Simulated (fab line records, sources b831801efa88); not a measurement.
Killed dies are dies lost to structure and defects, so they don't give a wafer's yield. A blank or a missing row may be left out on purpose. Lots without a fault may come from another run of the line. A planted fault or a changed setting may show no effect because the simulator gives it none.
A struck lot beside a sound one | flow sky130 | 16 steps out of a route of 708
Sound: wafers L304.1, L304.2, L304.6. Struck: wafers L306.2, L306.4, L306.6. The cause comes at the end.
At each step with rows: each side's tool, then ch and its chambers, then its first start. Under that, the readings that differ: sound wafers | struck wafers | difference of the means | sigmas: that difference in standard deviations of wafers without a fault.
alike: readings whose means differ by less than 2 such deviations, and words and numbers that are the same on both sides. not compared: withheld readings, readings that some wafer has no value for, bounds like >300 that may hide the same value, and numbers for which the record gives no deviation and whose values overlap.
The two part at a step that has a row with sigmas, a row that says differs or no value, or rows on one side only. Numbers that don't overlap but have no deviation are shown without sigmas and don't part them. A reading that every wafer of one side lacks parts them only if that side has two wafers or more.

SKY_VT_ADJUST_HVTP_OVL_MEAS_08:
  sound on overlay-01, day 7 03:35; struck on overlay-01, day 7 12:41
  alike: VT_ADJUST_HVTP_OVL
then, 1 step without rows for these wafers: SKY_VT_ADJUST_HVTP_IMPLANT_09.
SKY_VT_ADJUST_HVTP_STRIP_10: strips in O2/N2.
  sound on plasma_asher-01 ch 0,1, day 7 03:46; struck on plasma_asher-01 ch 0, day 7 12:52
  reading                      | sound             | struck            | difference | sigmas
  strip_time_to_endpoint_s (s) | 14.15 14.16 14.10 | 14.24 14.24 14.25 | +0.11      | +3
  alike: drypump_motor_current_A, n2_flow_sccm, oes_product_au
  not compared: rf_hours_counter_h
SKY_VT_ADJUST_HVTP_TW_MEAS_11:
  sound on film_metro-01, day 7 03:52; struck on film_metro-01, day 7 12:59
  alike: VT_ADJUST_HVTP_TW
then, 7 steps without rows for these wafers: SKY_VT_ADJUST_LVTN_DEHYDRATE_00 (time 60 s); SKY_VT_ADJUST_LVTN_HMDS_01 (prime time 60 s); SKY_VT_ADJUST_LVTN_COAT_02 (resist thk 3000 nm); SKY_VT_ADJUST_LVTN_SOFTBAKE_03; SKY_VT_ADJUST_LVTN_EXPOSE_04 (exposes mask NWM COMPLEMENT LESS NATIVE, target cd 840 nm); SKY_VT_ADJUST_LVTN_PEB_05; SKY_VT_ADJUST_LVTN_DEVELOP_06 (develop time 60 s).
SKY_VT_ADJUST_LVTN_OVL_MEAS_07:
  sound on overlay-02, day 7 23:55; struck on overlay-02, day 8 09:18
  reading                 | sound       | struck         | difference | sigmas
  VT_ADJUST_LVTN_OVL (nm) | 1.4 2.1 1.3 | -0.5 -1.7 -0.3 | -2.4       | -2
SKY_VT_ADJUST_LVTN_IMPLANT_08:
  sound on implanter-03 ch 0, day 7 23:58; struck on implanter-03 ch 0, day 8 09:21
  reading            | sound                            | struck                           | difference  | sigmas
  dose_ions_cm2      | 1.5687e+12 1.5682e+12 1.5678e+12 | 1.9738e+12 1.9726e+12 1.9732e+12 | +4.0497e+11 | +99 or more
  faraday_current_uA | 8.95 9.09 8.78                   | 11.61 11.21 11.15                | +2.38       | +13
  alike: beam_energy_keV
SKY_VT_ADJUST_LVTN_STRIP_09: strips in O2/N2.
  sound on plasma_asher-04 ch 0,1, day 8 00:07; struck on plasma_asher-02 ch 0, day 8 09:29
  alike: drypump_motor_current_A, n2_flow_sccm, oes_product_au, strip_time_to_endpoint_s
  not compared: rf_hours_counter_h
SKY_VT_ADJUST_LVTN_TW_MEAS_10:
  sound on film_metro-03, day 8 00:13; struck on film_metro-02, day 8 09:54
  reading           | sound             | struck            | difference | sigmas
  VT_ADJUST_LVTN_TW | 239.4 237.0 238.8 | 256.7 257.2 256.4 | +18.4      | +9
  not compared: hold
-- the record jumps here: 39 days lie between the struck wafers' starts before and after (it left off in module VT_ADJUST_LVTN and takes up again in module PAD_OPEN, whose first step shown is number 708 of the route) --
SKY_PAD_OPEN_PROBE_99:
  sound on prober-02, day 46 22:30; struck on prober-02, day 47 05:53
  reading                                   | sound                | struck               | difference | sigmas
  model.etest.nfet_01v8_lvt.vt_sat_v (V)    | 0.5352 0.5413 0.5394 | 0.5462 0.5565 0.5548 | +0.0139    |
  model.etest.nfet_01v8_lvt.body_rise_v (V) | 0.1467 0.1467 0.1466 | 0.1482 0.1508 0.1492 | +0.0027    |
  alike: killed_at_M0_to_M3, killed_at_M4_up, killed_at_contacts, killed_at_front_end, killed_at_other, killed_dies, killed_open, killed_short

WHERE THEY PART
First at SKY_VT_ADJUST_HVTP_STRIP_10; last, within this record, at SKY_VT_ADJUST_LVTN_TW_MEAS_10. Later steps at which nothing parts them and some readings are alike: SKY_PAD_OPEN_PROBE_99.

WHY: what the simulator had put in
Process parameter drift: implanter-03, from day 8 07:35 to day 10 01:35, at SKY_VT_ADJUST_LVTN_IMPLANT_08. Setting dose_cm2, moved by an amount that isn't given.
